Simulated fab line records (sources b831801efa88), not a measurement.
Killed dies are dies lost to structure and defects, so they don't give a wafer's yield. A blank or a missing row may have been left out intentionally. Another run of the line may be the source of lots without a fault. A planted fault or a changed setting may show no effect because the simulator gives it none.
A lot that was struck, set against a sound lot + flow gf180mcu + 37 out of 602 route steps
Sound: wafers L853.2, L853.4, L853.5. Struck: wafers L864.1, L864.3, L864.5. The cause comes at the end.
Each step with rows lists, per side, the tool, then ch with its chambers, then its first start. Under that, the readings that differ: sound wafers + struck wafers + difference of the means + sigmas: that difference in standard deviations of wafers without a fault.
alike: readings with means less than 2 such deviations apart, plus words and numbers identical on both sides. not compared: withheld readings, readings lacking a value on some wafer, bounds such as >300 that could conceal the same value, and numbers that have no deviation in the record and whose values overlap.
A row with sigmas, a row that says differs or no value, or rows on one side alone: a step with any of these is where the two part. Numbers that have no deviation but don't overlap get no sigmas and don't part them. A reading that every wafer of one side lacks parts them only if that side has two wafers or more.

first, 2 steps without rows for these wafers: GF_M4_PEB_12 (peb time 90 s); GF_M4_DEVELOP_13 (develop time 60 s).
GF_M4_CD_MEAS_14: the cd target is 280 nm.
  sound: cd-sem-02 at day 27 01:05; struck: cd-sem-02 at day 29 21:10
  alike: cd-nm
GF_M4_OVL_MEAS_15:
  sound: overlay-01 at day 27 01:11; struck: overlay-02 at day 29 21:17
| reading     | sound       | struck  | difference | sigmas |
|-------------|-------------|---------|------------|--------|
| M4_OVL (nm) | -14 -18 -16 | -1 -7 0 | +13        | +3     |
GF_M4_METAL_ETCH_16: etches the open film in Cl2/BCl3, stops on SiO2, target depth 627.5 nm, time 104.6 s.
  sound on rie-metal-04 ch 0,1, day 27 01:13; struck on rie-metal-04 ch 0,1, day 29 21:20
  alike: drypump-motor-current-A, oes-product-au, throttle-valve-pct
  not compared: rf-hours-counter-h
then, 4 steps without rows for these wafers: GF_M4_STRIP_17 (strips in O2/N2); GF_M4_STRIP_18 (strips in post etch residue remover, time 1200 s); GF_M4_CLEAN_19 (cleans in DIW); GF_V4_CVD_00 (deposits SiO2, target thk 600 nm, time 100 s).
GF_V4_THK_MEAS_01:
  sound: film-metro-01 at day 27 01:59; struck: film-metro-04 at day 29 22:02
  alike: V4_CVD_00_THK
then, 1 step without rows for these wafers: GF_V4_CVD_02 (deposits SiO2 from TEOS, target thk 850 nm, time 94.851 s).
GF_V4_THK_MEAS_03:
  sound: film-metro-01 at day 27 02:07; struck: film-metro-02 at day 29 22:10
  alike: V4_CVD_02_THK
GF_V4_CMP_04: polishes SiO2.
  sound on cmp-01 ch 0,1,2, day 27 02:10; struck on cmp-01 ch 0,2,3, day 29 22:20
| reading                             | sound             | struck            | difference | sigmas |
|-------------------------------------|-------------------|-------------------|------------|--------|
| time-to-endpoint-s (s)              | 80 81 88          | 20 22 28          | -60        | -13    |
| model.SiO2_of_V4_CVD_02.thk-nm (nm) | 632.2 633.8 632.4 | 789.9 790.6 792.3 | +158.1     |        |
  alike: motor-current-A
GF_V4_BOW_MEAS_05:
  sound: film-metro-02 at day 27 02:29; struck: film-metro-02 at day 29 22:32
  alike: V4_BOW
then, 8 steps without rows for these wafers: GF_V4_DEHYDRATE_06 (time 60 s); GF_V4_HMDS_07 (prime time 60 s); GF_V4_COAT_08; GF_V4_COAT_09 (resist thk 1000 nm); GF_V4_SOFTBAKE_10 (time 60 s); GF_V4_EXPOSE_11 (exposes mask Via4, target cd 260 nm); GF_V4_PEB_12 (peb time 90 s); GF_V4_DEVELOP_13 (develop time 60 s).
GF_V4_CD_MEAS_14: the cd target is 260 nm.
  sound: cd-sem-02 at day 27 22:29; struck: cd-sem-02 at day 30 17:22
  alike: cd-nm
GF_V4_OVL_MEAS_15:
  sound: overlay-01 at day 27 22:36; struck: overlay-01 at day 30 17:29
  alike: V4_OVL
GF_V4_ETCH_16: etches BARC in N2/H2.
  sound on rie-diel-04 ch 1,2, day 27 22:38; struck on rie-diel-02 ch 0,3, day 30 17:32
| reading               | sound             | struck            | difference | sigmas |
|-----------------------|-------------------|-------------------|------------|--------|
| oes-product-au (a.u.) | 0.855 0.867 0.864 | 0.852 0.844 0.851 | -0.013     | -3     |
  alike: drypump-motor-current-A, h2-flow-sccm, throttle-valve-pct
GF_V4_ETCH_17: etches SiO2 in C4F8/O2/Ar, stops on TiN, target depth 630 nm.
  sound: rie-diel-04 ch 1,2; struck: rie-diel-02 ch 0,3
| reading                        | sound             | struck            | difference | sigmas |
|--------------------------------|-------------------|-------------------|------------|--------|
| oes-product-au (a.u.)          | 0.850 0.860 0.857 | 0.969 0.974 0.978 | +0.118     | +27    |
| model.V4.feature-depth-nm (nm) | 632.2 633.8 632.4 | 789.9 790.6 792.3 | +158.1     |        |
| model.etch.depth-nm (nm)       | 632.2 633.8 632.4 | 789.9 790.6 792.3 | +158.1     |        |
then, 3 steps without rows for these wafers: GF_V4_STRIP_18 (strips in O2/N2); GF_V4_STRIP_19 (strips in post etch residue remover, time 1200 s); GF_V4_CLEAN_20 (cleans in DIW).
GF_V4_SPUTTER_21: material Ti, target thk 15 nm, time 80.02 s.
  sound: pvd-sputter-03 at day 27 23:25; struck: pvd-sputter-03 at day 30 18:11
  alike: throttle-valve-pct
GF_V4_SPUTTER_22: material TiN, target thk 10 nm, time 40 s.
  sound: pvd-sputter-03 at day 27 23:28; struck: pvd-sputter-03 at day 30 18:15
  alike: throttle-valve-pct
then, 1 step without rows for these wafers: GF_V4_CVD_23 (deposits W, target thk 350 nm, time 104.9 s).
GF_V4_RS_MEAS_24: measures by four-point-probe.
  sound: film-metro-01 at day 27 23:38; struck: film-metro-02 at day 30 18:31
  alike: V4_W_RS
GF_V4_THK_MEAS_25: measures by xrf.
  sound: film-metro-01 at day 27 23:45; struck: film-metro-02 at day 30 18:38
  alike: V4_W_THK
GF_V4_CMP_26: polishes, stops on SiO2, t overpolish 15 s, target thk 0 nm.
  sound on cmp-01 ch 0,2,3, day 27 23:51; struck on cmp-01 ch 1,2, day 30 18:44
| reading                             | sound           | struck            | difference | sigmas |
|-------------------------------------|-----------------|-------------------|------------|--------|
| model.SiO2_of_V4_CVD_02.thk-nm (nm) | 628.4 630 628.6 | 786.2 786.8 788.5 | +158.2     |        |
  alike: motor-current-A
GF_MIM_SPUTTER_00: material Ti, target thk 37.5 nm, time 150 s.
  sound: pvd-sputter-02 at day 28 00:06; struck: pvd-sputter-04 at day 30 18:59
  alike: throttle-valve-pct
-- the record jumps here: 4 days lie between the struck wafers' starts before and after (it left off in module MIM and takes up again in module PASSIVATION, whose first step shown is number 602 of the route) --
GF_PASSIVATION_PROBE_99:
  sound: prober-02 at day 32 04:26; struck: prober-01 at day 34 11:57
| reading                               | sound                | struck               | difference | sigmas |
|---------------------------------------|----------------------|----------------------|------------|--------|
| model.etest.via4-chain.rc-ohm         | 6.499 6.496 6.58     | 8.989 7.414 9.224    | +2.017     |        |
| model.etest.met5-comb.leak-log10-a-um | -11.96 -11.95 -12.04 | -10.43 -11.16 -11.57 | +0.93      |        |

## WHERE THEY PART
Earliest at GF_M4_OVL_MEAS_15; latest, in this record, at GF_V4_ETCH_17. Later steps at which nothing parts them and some readings are alike: GF_V4_SPUTTER_21, GF_V4_SPUTTER_22, GF_V4_RS_MEAS_24, GF_V4_THK_MEAS_25, GF_V4_CMP_26, GF_MIM_SPUTTER_00.

WHY: what the simulator had put in
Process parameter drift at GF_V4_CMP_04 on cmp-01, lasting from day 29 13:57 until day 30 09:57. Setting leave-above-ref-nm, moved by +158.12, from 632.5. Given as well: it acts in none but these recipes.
